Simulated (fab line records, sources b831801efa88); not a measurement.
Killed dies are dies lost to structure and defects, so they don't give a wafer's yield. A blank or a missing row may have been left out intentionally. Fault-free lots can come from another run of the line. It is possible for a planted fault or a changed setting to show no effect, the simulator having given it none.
fab line records	flow sky130
[record] lots = 11	wafers = 33	last_day = 50
route steps=708 shown VIA2@528 METAL3@534 CAPM@549 PAD_OPEN@708
lots untouched by any fault: they come from a run of this same line in which no faults occurred
start_h: start of the lot's first displayed wafer, in hours after the record's first day	wait_h: hours elapsed since this lot's preceding step	" as in the row above	L1.1+2: one row covering several wafers at once	- either no value or no given start	* or withheld: withheld	< > ~ a bound
route shown NAME@n: names a module that has steps shown in the file, with the first one's number in the route	usual: average and standard deviation across the fault-free wafers	same: alike in all rows	chamber/n: place in a boat	sites: the reading at each site	_std_site: the standard deviation of these	_edge_site: mean of outer sites minus mean of inner sites	radius_mm: for every site, how far away it sits from the centre of the wafer	mask NAME#n: copy n	behind: the tool/chamber that last shaped the wafer	hold: what put the lot on hold/how long, in hours/how the hold closed	device: whichever transistor did not switch (one of n, p or np)	end of line: the same wafers' tests at the end of the route	step lacking rows: just its recipe	killed: dies lost to structure and defects at the first sort, not the wafer's yield	map: the dies of a wafer, with x for killed, . for not killed, _ for no die there
set.NAME: the setting as run; set.NAME@STEP: as run at that earlier step	model.NAME: the simulator's own value behind a step, which no gauge read
route steps across a sampled set of lots; one table per step, one row per wafer
services: the hour from which a tool's chamber was out of use, counted from the record's first day as start_h (under 0 if before that day), plus the number of hours and why
[[steps]]
[step SKY_VIA2_CVD_21]
[recipe] material = W	target_thk_nm = 420	time_s = 126.4	temp_c = 400	pressure_torr = 40
[usual] heater_power_w = 878/29	susceptor_temp_C = 399.96/0.2
lot.wafer	tool	chamber	start_h	wait_h	heater_power_w	susceptor_temp_C
L859.1	cvd_w-02	0	840.19	0.0	959	399.92
L859.2	"	1	"	"	896	399.96
L859.6	"	1	"	"	886	399.84
L864.3	cvd_w-02	0	892.03	0.1	951	399.70
L864.4	"	1	"	"	884	399.91
L864.6	"	1	"	"	899	399.78
L867.1	cvd_w-01	0	912.63	0.0	878	399.85
L867.3	"	0	"	"	871	399.64
L867.4	"	1	"	"	867	399.71
L868.2	cvd_w-02	0	922.12	0.0	887	399.94
L868.4	"	1	"	"	845	400.09
L868.5	"	1	"	"	861	399.67
L869.4	cvd_w-02	1	929.71	0.1	861	400.25
L869.5	"	1	"	"	864	400.13
L869.6	"	0	"	"	871	399.60
L874.1	cvd_w-02	0	960.88	0.0	871	400.10
L874.2	"	1	"	"	878	399.76
L874.6	"	1	"	"	836	399.89
L875.2	cvd_w-01	1	961.24	0.0	879	400.08
L875.4	"	1	"	"	883	399.68
L875.5	"	0	"	"	863	399.80
L872.2	cvd_w-02	1	966.24	0.0	829	399.85
L872.4	"	1	"	"	860	400.05
L872.5	"	0	"	"	856	400.12
L876.2	cvd_w-01	1	969.14	0.0	867	399.64
L876.5	"	1	"	"	889	399.80
L876.6	"	0	"	"	883	400.17
L879.2	cvd_w-01	0	994.44	0.0	889	399.90
L879.3	"	0	"	"	878	400.03
L879.5	"	0	"	"	871	400.23
L882.2	cvd_w-02	1	1006.87	0.0	865	400.11
L882.4	"	0	"	"	888	400.09
L882.5	"	1	"	"	840	399.95
[step SKY_METAL3_SPUTTER_02]
[recipe] material = AlCu	target_thk_nm = 735	power_w = 10600	time_s = 39.1	chamber_pressure_pa = 0.4
[usual] throttle_valve_pct = 30.0/1
lot.wafer	tool	chamber	start_h	wait_h	throttle_valve_pct
L859.1	pvd_sputter-02	-	840.85	0.0	28.1
L859.2	"	-	"	"	30.2
L859.6	"	-	"	"	28.1
L864.3	pvd_sputter-01	-	893.07	0.0	30.3
L864.4	"	-	"	"	31.2
L864.6	"	-	"	"	29.7
L867.1	pvd_sputter-04	-	913.29	0.0	29.1
L867.3	"	-	"	"	29.1
L867.4	"	-	"	"	31.7
L868.2	pvd_sputter-02	-	922.78	0.0	28.4
L868.4	"	-	"	"	30.0
L868.5	"	-	"	"	30.4
L869.4	pvd_sputter-02	-	930.32	0.0	28.1
L869.5	"	-	"	"	28.3
L869.6	"	-	"	"	31.1
L874.1	pvd_sputter-02	-	961.54	0.0	30.2
L874.2	"	-	"	"	28.4
L874.6	"	-	"	"	31.0
L875.2	pvd_sputter-04	-	961.90	0.0	29.5
L875.4	"	-	"	"	31.5
L875.5	"	-	"	"	29.2
L872.2	pvd_sputter-02	-	966.90	0.0	30.1
L872.4	"	-	"	"	28.4
L872.5	"	-	"	"	30.0
L876.2	pvd_sputter-02	-	969.79	0.0	28.0
L876.5	"	-	"	"	28.4
L876.6	"	-	"	"	31.1
L879.2	pvd_sputter-04	-	995.10	0.0	31.5
L879.3	"	-	"	"	29.7
L879.5	"	-	"	"	29.7
L882.2	pvd_sputter-01	-	1007.53	0.0	30.8
L882.4	"	-	"	"	30.5
L882.5	"	-	"	"	30.9
[step SKY_CAPM_OVL_MEAS_12]
[usual] CAPM_OVL = 0.1/1.3
lot.wafer	tool	chamber	start_h	wait_h	CAPM_OVL[nm]
L859.1	overlay-01	-	867.32	0.1	-1.4
L859.2	"	-	"	"	1.0
L859.6	"	-	"	"	-0.4
L864.3	overlay-02	-	918.58	0.1	1.8
L864.4	"	-	"	"	0.9
L864.6	"	-	"	"	0.6
L867.1	overlay-01	-	938.18	0.1	-1.8
L867.3	"	-	"	"	-2.1
L867.4	"	-	"	"	-0.4
L868.2	overlay-02	-	947.94	0.1	0.2
L868.4	"	-	"	"	0.6
L868.5	"	-	"	"	3.0
L869.4	overlay-01	-	954.45	0.1	-1.6
L869.5	"	-	"	"	-1.5
L869.6	"	-	"	"	-0.6
L874.1	overlay-01	-	985.27	0.1	-1.3
L874.2	"	-	"	"	0.1
L874.6	"	-	"	"	-2.0
L875.2	overlay-01	-	985.58	0.1	0.7
L875.4	"	-	"	"	4.0
L875.5	"	-	"	"	0.8
L872.2	overlay-02	-	990.79	0.1	1.6
L872.4	"	-	"	"	0.7
L872.5	"	-	"	"	2.3
L876.2	overlay-02	-	993.14	0.1	1.6
L876.5	"	-	"	"	1.3
L876.6	"	-	"	"	1.5
L879.2	overlay-01	-	1017.98	0.1	-0.8
L879.3	"	-	"	"	-1.3
L879.5	"	-	"	"	-0.5
L882.2	overlay-01	-	1031.09	0.1	1.4
L882.4	"	-	"	"	1.6
L882.5	"	-	"	"	0.3
[step SKY_CAPM_METAL_ETCH_13]
[recipe] target_depth_nm = 220	stop_on = SiO2	chemistry = Cl2/BCl3	target = TiN	pressure_mtorr = 10	icp_w = 900	bias_w = 48.5	Cl2_flow_sccm = 60	bcl3_flow_sccm = 30	time_s = 62.9
[usual] drypump_motor_current_A = 5.8/0.54	oes_product_au = 0.940/0.0065	rf_fwd_power_W = 892/3.8	throttle_valve_pct = 21.903/0.0096
lot.wafer	tool	chamber	start_h	wait_h	drypump_motor_current_A	oes_product_au	rf_fwd_power_W	rf_hours_counter_h	throttle_valve_pct
L859.1	rie_metal-03	1	867.36	0.0	6.7	0.942	890	19	21.905
L859.2	"	0	"	"	5.7	0.934	890	1	21.908
L859.6	"	1	"	"	6.6	0.944	886	-	21.906
L864.3	rie_metal-01	0	918.63	0.0	6.1	0.942	897	-	21.894
L864.4	"	1	"	"	6.0	0.939	889	-	21.899
L864.6	"	1	"	"	6.0	0.942	892	-	21.897
L867.1	rie_metal-03	1	938.22	0.0	6.6	0.939	896	2	21.913
L867.3	"	0	"	"	5.6	0.943	892	-	21.901
L867.4	"	1	"	"	6.6	0.939	896	-	21.904
L868.2	rie_metal-01	0	947.99	0.0	6.1	0.876	898	-	21.946
L868.4	"	0	"	"	6.1	0.877	895	-	21.943
L868.5	"	0	"	"	6.0	0.882	899	-	21.955
L869.4	rie_metal-01	0	954.54	0.1	6.0	0.886	896	-	21.948
L869.5	"	0	"	"	6.1	0.877	896	-	21.938
L869.6	"	0	"	"	6.0	0.881	895	-	21.933
L874.1	rie_metal-04	0	985.31	0.0	5.1	0.943	886	13	21.902
L874.2	"	1	"	"	5.3	0.950	885	11	21.903
L874.6	"	1	"	"	5.3	0.939	888	-	21.903
L875.2	rie_metal-03	1	985.61	0.0	6.7	0.927	895	5	21.913
L875.4	"	0	"	"	5.7	0.935	894	-	21.902
L875.5	"	0	"	"	5.7	0.938	896	-	21.896
L872.2	rie_metal-04	1	990.82	0.0	5.2	0.930	884	12	21.898
L872.4	"	0	"	"	5.1	0.938	892	-	21.913
L872.5	"	1	"	"	5.2	0.937	888	-	21.920
L876.2	rie_metal-03	1	993.17	0.0	6.7	0.942	898	5	21.882
L876.5	"	0	"	"	5.7	0.945	890	-	21.883
L876.6	"	1	"	"	6.7	0.949	898	-	21.900
L879.2	rie_metal-04	1	1018.01	0.0	5.2	0.947	886	13	21.906
L879.3	"	1	"	"	5.2	0.946	884	-	21.907
L879.5	"	0	"	"	5.1	0.943	892	-	21.912
L882.2	rie_metal-01	1	1031.14	0.0	5.9	0.939	896	-	21.903
L882.4	"	1	"	"	5.9	0.931	893	-	21.908
L882.5	"	1	"	"	5.9	0.948	893	-	21.907
[step SKY_CAPM_STRIP_14]
[recipe] chemistry = O2/N2	power_w = 1400	pressure_mtorr = 1500	platen_temp_c = withheld	o2_flow_sccm = 3000	n2_flow_sccm = 300	overash_fraction = 0.5
[usual] drypump_motor_current_A = 5.6/0.42	oes_product_au = 0.710/0.005	strip_time_to_endpoint_s = 12.66/0.036
lot.wafer	tool	chamber	start_h	wait_h	drypump_motor_current_A	oes_product_au	rf_hours_counter_h	strip_time_to_endpoint_s
L859.1	plasma_asher-03	0	867.43	0.1	4.9	0.710	102	12.66
L859.2	"	1	"	"	5.8	0.703	102	12.66
L859.6	"	0	"	"	4.9	0.711	-	12.63
L864.3	plasma_asher-03	0	918.72	0.1	4.9	0.713	-	12.68
L864.4	"	1	"	"	5.8	0.708	-	12.66
L864.6	"	1	"	"	5.8	0.705	-	12.64
L867.1	plasma_asher-04	0	938.29	0.1	5.7	0.712	51	12.66
L867.3	"	0	"	"	5.7	0.705	-	12.68
L867.4	"	1	"	"	6.0	0.714	-	12.69
L868.2	plasma_asher-02	0	948.12	0.1	5.7	0.710	85	12.94
L868.4	"	0	"	"	5.7	0.711	-	12.93
L868.5	"	1	"	"	5.8	0.721	-	12.91
L869.4	plasma_asher-03	0	954.65	0.1	4.9	0.714	-	12.91
L869.5	"	0	"	"	4.9	0.702	-	12.94
L869.6	"	1	"	"	5.8	0.718	-	12.89
L874.1	plasma_asher-03	0	985.39	0.1	4.9	0.721	114	12.69
L874.2	"	1	"	"	5.8	0.707	114	12.67
L874.6	"	0	"	"	4.9	0.713	-	12.67
L875.2	plasma_asher-02	0	985.69	0.1	5.7	0.702	89	12.63
L875.4	"	1	"	"	5.8	0.698	-	12.65
L875.5	"	1	"	"	5.8	0.715	-	12.64
L872.2	plasma_asher-03	0	990.89	0.1	4.9	0.720	115	12.64
L872.4	"	1	"	"	5.8	0.703	-	12.65
L872.5	"	0	"	"	4.9	0.711	-	12.60
L876.2	plasma_asher-03	0	993.24	0.1	4.9	0.714	115	12.60
L876.5	"	0	"	"	4.9	0.708	-	12.64
L876.6	"	1	"	"	5.8	0.704	-	12.59
L879.2	plasma_asher-03	1	1018.09	0.1	5.8	0.715	117	12.69
L879.3	"	1	"	"	5.8	0.708	-	12.61
L879.5	"	0	"	"	4.9	0.718	-	12.68
L882.2	plasma_asher-02	1	1031.27	0.1	5.8	0.719	94	12.69
L882.4	"	1	"	"	5.8	0.709	-	12.72
L882.5	"	1	"	"	5.8	0.707	-	12.71
[step SKY_PAD_OPEN_PROBE_99]
[usual] defect_limited_yield = 82.4/2.2	killed_at_M0_to_M3 = 44/7.7	killed_at_M4_up = 3.2/1.7	killed_at_contacts = 24/5.3	killed_at_front_end = 15/4.3	killed_at_other = 0.3/0.57	killed_dies = 87/11	killed_on_rim = 17/3.8	killed_open = 47/7.4	killed_short = 40/6.5	sort_bin_3_pad_short = 0.8/0.4	sort_bin_5_function = 10.5/1.6	sort_bin_6_memory = 6.3/1.2	sort_n_pass = 405/11	sort_yield_pct = 82.4/2.2
[same] gross_dies = 492	killed_at_back_side = 0	sort_bin_4_leakage[%] = 0	sort_bin_8_speed[%] = 0
lot.wafer	tool	chamber	start_h	wait_h	defect_limited_yield[%]	killed_at_M0_to_M3	killed_at_M4_up	killed_at_contacts	killed_at_front_end	killed_at_other	killed_dies	killed_on_rim	killed_open	killed_short	sort_bin_3_pad_short[%]	sort_bin_5_function[%]	sort_bin_6_memory[%]	sort_n_pass	sort_yield_pct[%]
L859.1	prober-02	-	1068.65	0.1	82.5	51	2	27	5	1	86	11	48	38	0.6	10.6	6.3	406	82.5
L859.2	prober-02	-	1068.70	0.1	81.9	41	4	33	11	0	89	19	52	37	0.6	10.4	7.1	403	81.9
L859.6	prober-02	-	1068.90	0.2	81.9	51	5	22	11	0	89	16	48	41	0.6	10.0	7.5	403	81.9
L867.1	prober-02	-	1123.20	0.1	84.8	45	2	18	10	0	75	16	46	29	0.2	9.6	5.5	417	84.8
L867.3	prober-02	-	1123.30	0.2	83.7	44	3	22	11	0	80	16	50	30	0.6	9.8	5.9	412	83.7
L867.4	prober-02	-	1123.35	0.2	82.5	37	3	29	17	0	86	20	45	41	0.8	9.6	7.1	406	82.5
L868.2	prober-01	-	1133.65	0.1	0	38	4	17	17	416	492	96	41	35	85.6	9.3	5.1	0	0
L868.4	prober-01	-	1133.75	0.2	0	50	6	23	20	393	492	96	53	46	81.1	11.2	7.7	0	0
L868.5	prober-01	-	1133.80	0.2	0	43	2	24	9	414	492	96	48	29	84.3	10.4	5.3	0	0
L869.4	prober-02	-	1138.97	0.2	0	42	3	29	14	404	492	96	47	41	83.1	11.2	5.7	0	0
L869.5	prober-02	-	1139.02	0.2	0	67	3	27	11	384	492	96	56	52	78.9	14.6	6.5	0	0
L869.6	prober-02	-	1139.07	0.2	0	40	5	20	8	419	492	96	36	37	86.0	9.1	4.9	0	0
L874.1	prober-02	-	1162.29	0.1	81.9	43	3	23	19	1	89	15	41	48	1.2	10.6	6.3	403	81.9
L874.2	prober-02	-	1162.34	0.1	83.1	34	3	26	20	0	83	13	42	41	0.8	11.6	4.5	409	83.1
L874.6	prober-02	-	1162.54	0.2	84.6	42	5	17	12	0	76	15	43	33	0.2	8.9	6.3	416	84.6
L875.2	prober-01	-	1162.73	0.1	79.9	46	8	25	19	1	99	23	43	55	0.6	13.0	6.5	393	79.9
L875.4	prober-01	-	1162.83	0.2	81.5	53	9	22	7	0	91	16	52	39	0.8	9.1	8.5	401	81.5
L875.5	prober-01	-	1162.88	0.2	83.3	37	1	32	11	1	82	18	45	37	0.4	8.9	7.3	410	83.3
L872.2	prober-02	-	1167.94	0.1	82.3	42	3	27	15	0	87	17	43	44	0.6	11.2	5.9	405	82.3
L872.4	prober-02	-	1168.04	0.2	86.2	35	0	22	11	0	68	12	41	27	0.8	9.1	3.9	424	86.2
L872.5	prober-02	-	1168.09	0.2	82.9	46	4	23	11	0	84	18	43	41	1.2	10.2	5.7	408	82.9
L876.2	prober-01	-	1169.60	0.1	78.5	47	5	33	20	1	106	18	57	49	1.4	12.6	7.5	386	78.5
L876.5	prober-01	-	1169.75	0.2	80.3	48	3	26	20	0	97	15	59	37	0.6	11.2	7.9	395	80.3
L876.6	prober-01	-	1169.80	0.2	83.9	39	2	20	18	0	79	12	46	33	0.8	9.6	5.7	413	83.9
// killed by level:class
L859.1 VIA1:geometric_particle:open=12 CONTACT:geometric_particle:open=9 LI_CONTACT:geometric_particle:open=7 VIA1:geometric_particle:short=7 METAL2:geometric_particle:short=7 VIA2:geometric_particle:short=6 LOCAL_INTERCONNECT:geometric_particle:short=5 VIA2:geometric_particle:open=5
L859.2 CONTACT:geometric_particle:open=15 VIA1:geometric_particle:open=9 LI_CONTACT:geometric_particle:open=7 METAL1:geometric_particle:short=6 VIA2:geometric_particle:open=6 LOCAL_INTERCONNECT:geometric_particle:short=5 VIA1:geometric_particle:short=5 FIELD_ISO:geometric_particle:short=4
L859.6 VIA1:geometric_particle:open=12 CONTACT:geometric_particle:open=8 LI_CONTACT:geometric_particle:open=7 METAL1:geometric_particle:short=7 VIA1:geometric_particle:short=7 VIA2:geometric_particle:short=5 VIA2:geometric_particle:open=5 VIA3:geometric_particle:open=5
L867.1 VIA1:geometric_particle:open=17 CONTACT:geometric_particle:open=7 VIA1:geometric_particle:short=6 LI_CONTACT:geometric_particle:open=5 VIA2:geometric_particle:open=5 CONTACT:geometric_particle:short=4 METAL2:geometric_particle:short=4 FIELD_ISO:geometric_particle:short=3
L867.3 VIA1:geometric_particle:open=16 CONTACT:geometric_particle:open=10 VIA2:geometric_particle:open=8 VIA3:geometric_particle:open=5 VIA1:geometric_particle:short=5 LI_CONTACT:geometric_particle:open=4 CONTACT:geometric_particle:short=4 METAL2:geometric_particle:short=4
L867.4 CONTACT:geometric_particle:open=11 VIA1:geometric_particle:open=11 LI_CONTACT:geometric_particle:open=8 METAL2:geometric_particle:short=8 POLY_GATE:geometric_particle:short=5 FIELD_ISO:geometric_particle:short=4 LI_CONTACT:geometric_particle:short=4 CONTACT:geometric_particle:short=4
L868.2 CAPM:area_etch=416 VIA1:geometric_particle:open=8 VIA3:geometric_particle:open=8 LI_CONTACT:geometric_particle:open=7 CONTACT:geometric_particle:open=6 POLY_GATE:geometric_particle:short=5 FIELD_ISO:geometric_particle:short=4 VIA1:geometric_particle:short=4
L868.4 CAPM:area_etch=393 VIA1:geometric_particle:open=13 CONTACT:geometric_particle:short=8 METAL2:geometric_particle:short=8 VIA2:geometric_particle:open=8 CONTACT:geometric_particle:open=6 VIA3:geometric_particle:open=6 POLY_GATE:geometric_particle:open=5
L868.5 CAPM:area_etch=414 VIA1:geometric_particle:open=13 CONTACT:geometric_particle:open=9 VIA3:geometric_particle:open=8 LI_CONTACT:geometric_particle:open=8 VIA3:geometric_particle:short=4 CONTACT:geometric_particle:short=4 LI_CONTACT:geometric_particle:short=3
L869.4 CAPM:area_etch=404 VIA1:geometric_particle:open=14 CONTACT:geometric_particle:open=12 VIA2:geometric_particle:open=7 METAL1:geometric_particle:short=6 POLY_GATE:geometric_particle:short=5 LOCAL_INTERCONNECT:geometric_particle:short=5 LI_CONTACT:geometric_particle:open=4
L869.5 CAPM:area_etch=382 VIA1:geometric_particle:open=17 VIA1:geometric_particle:short=10 CONTACT:geometric_particle:open=9 METAL1:geometric_particle:short=9 LI_CONTACT:geometric_particle:open=7 VIA3:geometric_particle:open=6 METAL3:geometric_particle:short=5
L869.6 CAPM:area_etch=419 METAL1:geometric_particle:short=8 VIA1:geometric_particle:open=8 VIA2:geometric_particle:open=7 CONTACT:geometric_particle:open=6 METAL2:geometric_particle:short=5 CONTACT:geometric_particle:short=5 VIA1:geometric_particle:short=5
L874.1 VIA1:geometric_particle:open=8 VIA2:geometric_particle:open=8 METAL3:geometric_particle:short=7 FIELD_ISO:geometric_particle:short=6 LI_CONTACT:geometric_particle:short=6 LI_CONTACT:geometric_particle:open=6 METAL1:geometric_particle:short=5 CONTACT:geometric_particle:short=5
L874.2 CONTACT:geometric_particle:open=11 FIELD_ISO:geometric_particle:short=9 VIA1:geometric_particle:open=9 LI_CONTACT:geometric_particle:open=6 METAL2:geometric_particle:short=5 METAL1:geometric_particle:short=4 LOCAL_INTERCONNECT:geometric_particle:short=4 POLY_GATE:geometric_particle:open=3
L874.6 LI_CONTACT:geometric_particle:open=10 VIA1:geometric_particle:open=10 VIA2:geometric_particle:open=8 METAL1:geometric_particle:short=5 VIA1:geometric_particle:short=5 VIA3:geometric_particle:open=5 FIELD_ISO:geometric_particle:open=4 METAL4:geometric_particle:short=4
L875.2 CONTACT:geometric_particle:open=8 CONTACT:geometric_particle:short=7 VIA2:geometric_particle:open=7 METAL4:geometric_particle:short=7 METAL1:geometric_particle:short=6 VIA1:geometric_particle:open=6 FIELD_ISO:geometric_particle:open=5 LI_CONTACT:geometric_particle:open=5
L875.4 VIA3:geometric_particle:open=12 METAL1:geometric_particle:short=9 VIA1:geometric_particle:open=9 LI_CONTACT:geometric_particle:open=7 METAL4:geometric_particle:short=6 CONTACT:geometric_particle:open=5 CONTACT:geometric_particle:short=5 VIA1:geometric_particle:short=4
L875.5 CONTACT:geometric_particle:open=13 VIA1:geometric_particle:open=8 LI_CONTACT:geometric_particle:short=7 VIA2:geometric_particle:open=7 LOCAL_INTERCONNECT:geometric_particle:short=6 VIA2:geometric_particle:short=5 VIA3:geometric_particle:open=4 POLY_GATE:geometric_particle:short=3
L872.2 VIA1:geometric_particle:open=8 CONTACT:geometric_particle:open=8 LOCAL_INTERCONNECT:geometric_particle:short=7 METAL1:geometric_particle:short=7 VIA2:geometric_particle:open=6 LI_CONTACT:geometric_particle:open=5 METAL2:geometric_particle:short=5 VIA3:geometric_particle:open=5
L872.4 LI_CONTACT:geometric_particle:open=10 VIA1:geometric_particle:open=10 CONTACT:geometric_particle:open=7 POLY_GATE:geometric_particle:short=5 METAL3:geometric_particle:short=5 POLY_GATE:geometric_particle:open=4 VIA3:geometric_particle:open=4 LI_CONTACT:geometric_particle:short=3
L872.5 VIA3:geometric_particle:open=10 VIA1:geometric_particle:open=9 VIA1:geometric_particle:short=8 CONTACT:geometric_particle:open=7 LI_CONTACT:geometric_particle:open=6 POLY_GATE:geometric_particle:open=5 LI_CONTACT:geometric_particle:short=4 VIA2:geometric_particle:short=4
L876.2 VIA1:geometric_particle:open=14 CONTACT:geometric_particle:open=13 LI_CONTACT:geometric_particle:open=9 VIA3:geometric_particle:open=8 CONTACT:geometric_particle:short=7 METAL1:geometric_particle:short=6 VIA1:geometric_particle:short=6 METAL2:geometric_particle:short=6
L876.5 VIA1:geometric_particle:open=15 LI_CONTACT:geometric_particle:open=10 CONTACT:geometric_particle:open=8 VIA2:geometric_particle:open=7 FIELD_ISO:geometric_particle:open=6 METAL1:geometric_particle:short=6 LOCAL_INTERCONNECT:geometric_particle:short=5 METAL2:geometric_particle:short=4
L876.6 VIA1:geometric_particle:open=10 CONTACT:geometric_particle:open=9 FIELD_ISO:geometric_particle:open=8 METAL1:geometric_particle:short=8 FIELD_ISO:geometric_particle:short=6 LI_CONTACT:geometric_particle:open=5 VIA3:geometric_particle:open=5 VIA1:geometric_particle:short=4
[[services]]
tool	chamber	start_h	hours	kind
pvd_sputter-04	-	823.10	12.2	repair
cvd_w-02	0	845.29	35.8	repair
rie_metal-01	-	853.09	0.4	repair
plasma_asher-04	-	862.59	1.2	repair
rie_metal-03	-	891.15	1.4	pm
plasma_asher-04	-	896.03	11.7	repair
cvd_w-02	-	904.00	14.0	pm
pvd_sputter-01	-	910.95	37.5	repair
rie_metal-01	-	911.02	0.7	repair
plasma_asher-02	-	916.68	2.8	pm
pvd_sputter-04	-	925.88	7.3	repair
rie_metal-01	1	935.69	20.8	repair
pvd_sputter-02	-	945.25	1.4	repair
plasma_asher-04	-	951.16	5.2	repair
pvd_sputter-01	-	951.27	4.6	repair
pvd_sputter-02	-	954.11	7.1	repair
plasma_asher-04	-	957.84	2.2	repair
rie_metal-01	1	998.79	8.6	repair
rie_metal-01	0	1005.77	28.4	repair
pvd_sputter-04	-	1010.93	0.6	repair
pvd_sputter-01	-	1011.51	0.9	repair
pvd_sputter-01	-	1013.53	1.3	repair
rie_metal-03	0	1021.99	3.2	repair
plasma_asher-04	-	1030.86	0.5	repair
[[key]]
[first_sign] step = SKY_CAPM_METAL_ETCH_13	reading = oes_product_au	direction = down	sigmas = 9.2	usual = 0.940	struck = 0.880
[effect] step = SKY_CAPM_METAL_ETCH_13	reading = throttle_valve_pct	direction = up	sigmas = 4.2	usual = 21.903	struck = 21.944
[effect] step = SKY_CAPM_STRIP_14	reading = strip_time_to_endpoint_s	direction = up	sigmas = 7.2	usual = *	struck = *
[effect] step = SKY_PAD_OPEN_PROBE_99	reading = killed_at_other	direction = up	sigmas = 99+	usual = 0.3	struck = 405
[more_kills_born_at] SKY_CAPM_METAL_ETCH_13@rie_metal-01 = 2428
met_at SKY_CAPM_METAL_ETCH_13
struck_lots L868,L869
later_rows_left_out L868.2,L868.4,L868.5,L869.4,L869.5,L869.6
not_acting_at SKY_VIA2_CVD_21,SKY_METAL3_SPUTTER_02,SKY_CAPM_OVL_MEAS_12
onset_between 918.63 947.99
[fault] kind = process_parameter_drift	tool = rie_metal-01	chamber = -	onset_h = 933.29	steps = SKY_CAPM_METAL_ETCH_13	channel = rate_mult	offset = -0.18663	shape = step	end_h = 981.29
// later_rows_left_out: the simulator's readings of these wafers behind a module that went badly wrong aren't trusted and aren't shown, but for the sort
